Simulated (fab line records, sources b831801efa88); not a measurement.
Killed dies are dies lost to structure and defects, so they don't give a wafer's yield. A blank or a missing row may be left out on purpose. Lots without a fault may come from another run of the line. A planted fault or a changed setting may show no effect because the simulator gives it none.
Chamber matching | flow gf180mcu | GF_V1_CVD_02 on pecvd-04: 3 sister chambers
The step deposits SiO2 from TEOS, target thk 850 nm, time 94.851 s. 3 wafers are shown with their chamber, then 7 later ones without.

WAFERS WITH THEIR CHAMBER
wafer  | chamber | heater_power_outer_w (W)
L086.2 | 2       | 321
L093.2 | 1       | 354
L093.4 | 0       | 266

WAFERS WITHOUT THEIR CHAMBER
wafer  | heater_power_outer_w (W)
L093.6 | 316
L096.2 | 367
L096.3 | 417
L096.4 | 257
L097.2 | 294
L097.3 | 390
L097.4 | 349

WHICH CHAMBER EACH WENT THROUGH
wafer  | from the rows above          | in truth
L093.6 | can't be placed: 2 or 1 or 0 | 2
L096.2 | can't be placed: 1 or 2      | 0
L096.3 | can't be placed: 1 or 2      | 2
L096.4 | can't be placed: 0 or 2      | 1
L097.2 | can't be placed: 2 or 0 or 1 | 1
L097.3 | can't be placed: 1 or 2      | 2
L097.4 | can't be placed: 1 or 2      | 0
Placed correctly: 0 of 7. Can't be placed from these rows: 7 (the true chamber is among the candidates in 4). Placed wrongly: 0.
How it was worked out, from the rows above alone: a wafer's distance from a chamber is the root of the sum, over the readings, of the square of ((its reading less the chamber's mean) divided by the reading's scatter). The wafer belongs to the nearest chamber; if the next one is less than 2 further off, it can't be placed. A chamber's mean is the mean of its shown wafers. The scatter: with one shown wafer a chamber, the root of the mean of the squares of how far each hidden wafer lies from its nearest shown one.
